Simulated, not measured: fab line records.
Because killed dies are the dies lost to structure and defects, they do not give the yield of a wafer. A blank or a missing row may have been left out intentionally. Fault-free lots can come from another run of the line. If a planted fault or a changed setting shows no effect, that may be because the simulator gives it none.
Split-lot experiment :: flow gf180mcu :: 23 wafers read from 5 lots, route of 602 steps

ON THE SPLIT
At GF_V1_CVD_00 (deposits SiO2, target thk 600 nm, time 100 s), the setting sih4 flow sccm was moved away from the recipe's 60 sccm on 10 of the 23 wafers read, by -13.2% to +13.7%. The other wafers ran this setting at the recipe's value.

There is no step in the file separating the split from the reading.

THE READING
V1_CVD_00_THK, in nm, at GF_V1_THK_MEAS_01. Fault-free wafers of this fab line usually give 599 nm, standard deviation 6.5 nm.

wafer: L074.1
tool, chamber at the split: hdpcvd-02, 0
sih4 flow sccm as run, sccm: 60
against the recipe: recipe
V1_CVD_00_THK, nm: 594
against lot-mates on the recipe: -

wafer: L074.2
tool, chamber at the split: hdpcvd-02, 1
sih4 flow sccm as run, sccm: 52.06
against the recipe: -13.2%
V1_CVD_00_THK, nm: 513
against lot-mates on the recipe: -86

wafer: L074.3
tool, chamber at the split: hdpcvd-02, 2
sih4 flow sccm as run, sccm: 60
against the recipe: recipe
V1_CVD_00_THK, nm: 604
against lot-mates on the recipe: -

wafer: L074.4
tool, chamber at the split: hdpcvd-02, 1
sih4 flow sccm as run, sccm: 52.06
against the recipe: -13.2%
V1_CVD_00_THK, nm: 516
against lot-mates on the recipe: -83

wafer: L074.5
tool, chamber at the split: hdpcvd-02, 2
sih4 flow sccm as run, sccm: 52.06
against the recipe: -13.2%
V1_CVD_00_THK, nm: 522
against lot-mates on the recipe: -77

wafer: L075.2
tool, chamber at the split: hdpcvd-01, 0
sih4 flow sccm as run, sccm: 68.2
against the recipe: +13.7%
V1_CVD_00_THK, nm: 691
against lot-mates on the recipe: +77

wafer: L075.3
tool, chamber at the split: hdpcvd-01, 1
sih4 flow sccm as run, sccm: 60
against the recipe: recipe
V1_CVD_00_THK, nm: 618
against lot-mates on the recipe: -

wafer: L075.4
tool, chamber at the split: hdpcvd-01, 1
sih4 flow sccm as run, sccm: 60
against the recipe: recipe
V1_CVD_00_THK, nm: 610
against lot-mates on the recipe: -

wafer: L075.5
tool, chamber at the split: hdpcvd-01, 0
sih4 flow sccm as run, sccm: 68.2
against the recipe: +13.7%
V1_CVD_00_THK, nm: 688
against lot-mates on the recipe: +74

wafer: L075.6
tool, chamber at the split: hdpcvd-01, 2
sih4 flow sccm as run, sccm: 60
against the recipe: recipe
V1_CVD_00_THK, nm: 614
against lot-mates on the recipe: -

wafer: L082.1
tool, chamber at the split: hdpcvd-02, 1
sih4 flow sccm as run, sccm: 60
against the recipe: recipe
V1_CVD_00_THK, nm: 600
against lot-mates on the recipe: -

wafer: L082.2
tool, chamber at the split: hdpcvd-02, 0
sih4 flow sccm as run, sccm: 60
against the recipe: recipe
V1_CVD_00_THK, nm: 596
against lot-mates on the recipe: -

wafer: L082.3
tool, chamber at the split: hdpcvd-02, 2
sih4 flow sccm as run, sccm: 67.09
against the recipe: +11.8%
V1_CVD_00_THK, nm: 672
against lot-mates on the recipe: +74

wafer: L082.4
tool, chamber at the split: hdpcvd-02, 1
sih4 flow sccm as run, sccm: 67.09
against the recipe: +11.8%
V1_CVD_00_THK, nm: 668
against lot-mates on the recipe: +70

wafer: L082.5
tool, chamber at the split: hdpcvd-02, 2
sih4 flow sccm as run, sccm: 67.09
against the recipe: +11.8%
V1_CVD_00_THK, nm: 667
against lot-mates on the recipe: +69

wafer: L084.1
tool, chamber at the split: hdpcvd-01, 1
sih4 flow sccm as run, sccm: 60
against the recipe: recipe
V1_CVD_00_THK, nm: 606
against lot-mates on the recipe: -

wafer: L084.2
tool, chamber at the split: hdpcvd-01, 2
sih4 flow sccm as run, sccm: 66.81
against the recipe: +11.3%
V1_CVD_00_THK, nm: 675
against lot-mates on the recipe: +67

wafer: L084.4
tool, chamber at the split: hdpcvd-01, 2
sih4 flow sccm as run, sccm: 60
against the recipe: recipe
V1_CVD_00_THK, nm: 603
against lot-mates on the recipe: -

wafer: L084.5
tool, chamber at the split: hdpcvd-01, 2
sih4 flow sccm as run, sccm: 66.81
against the recipe: +11.3%
V1_CVD_00_THK, nm: 674
against lot-mates on the recipe: +66

wafer: L084.6
tool, chamber at the split: hdpcvd-01, 1
sih4 flow sccm as run, sccm: 60
against the recipe: recipe
V1_CVD_00_THK, nm: 614
against lot-mates on the recipe: -

wafer: L085.1
tool, chamber at the split: hdpcvd-02, 2
sih4 flow sccm as run, sccm: 60
against the recipe: recipe
V1_CVD_00_THK, nm: 602
against lot-mates on the recipe: -

wafer: L085.3
tool, chamber at the split: hdpcvd-02, 0
sih4 flow sccm as run, sccm: 60
against the recipe: recipe
V1_CVD_00_THK, nm: 595
against lot-mates on the recipe: -

wafer: L085.5
tool, chamber at the split: hdpcvd-02, 0
sih4 flow sccm as run, sccm: 60
against the recipe: recipe
V1_CVD_00_THK, nm: 594
against lot-mates on the recipe: -

FIT RESULTS
A straight line over all 23 wafers: V1_CVD_00_THK changes by +6.2 nm for each +1% of sih4 flow sccm; r = +0.99; the points scatter about the line by 7.1 nm.
The same after taking each lot's own level away (the mean of its wafers on the recipe; 23 wafers): +5.96 nm for each +1%; r = +1.00; scatter 4 nm.
That fit puts the effect of the largest move of sih4 flow sccm on the reading at 82 nm.
The lots' own levels span 597.0 to 614.0 nm, that is 2.6 times the standard deviation above.
The two slopes are in agreement: the lot-to-lot level therefore moves the slope only a little.
Check: with one of the wafers moved furthest among these (+13.7%) left out of the fit, the line predicts +81.1 nm for it against its lot-mates. It came out at +77 nm against them.

OTHER SPLITS APPLIED TO THESE WAFERS
Before the reading, these wafers also passed through other splits. Each is held against what the fit with the lots' levels taken away leaves over:
other split on the same wafers: GF_CONTACT_CMP_04 leave above ref nm
wafers away from the commonest value: 6
r with V1_CVD_00_THK (lot level and that fit taken away): +0.30

other split on the same wafers: GF_CONTACT_PEB_12 peb temp c
wafers away from the commonest value: 7
r with V1_CVD_00_THK (lot level and that fit taken away): +0.06

other split on the same wafers: GF_CONTACT_ETCH_16 bias w
wafers away from the commonest value: 11
r with V1_CVD_00_THK (lot level and that fit taken away): -0.19

other split on the same wafers: GF_CONTACT_CVD_24 temp c
wafers away from the commonest value: 8
r with V1_CVD_00_THK (lot level and that fit taken away): -0.01

THE WHOLE CHAIN: every reading that the file lists as answering this split, in the file's order
step: GF_V1_CVD_00
what it does: deposits SiO2, target thk 600 nm, time 100 s
reading: SiO2_of_V1_CVD_00.thk nm (the simulator's own value, which no gauge read)
change (the file's fit): +5.91 nm for each +1% of the setting
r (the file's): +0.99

step: GF_V1_THK_MEAS_01
what it does: 
reading: V1_CVD_00_THK
change (the file's fit): +5.9 for each +1% of the setting
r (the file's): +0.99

FILE'S OWN FIT
V1_CVD_00_THK changes by +5.9 nm for each +1% of sih4 flow sccm, r = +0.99.
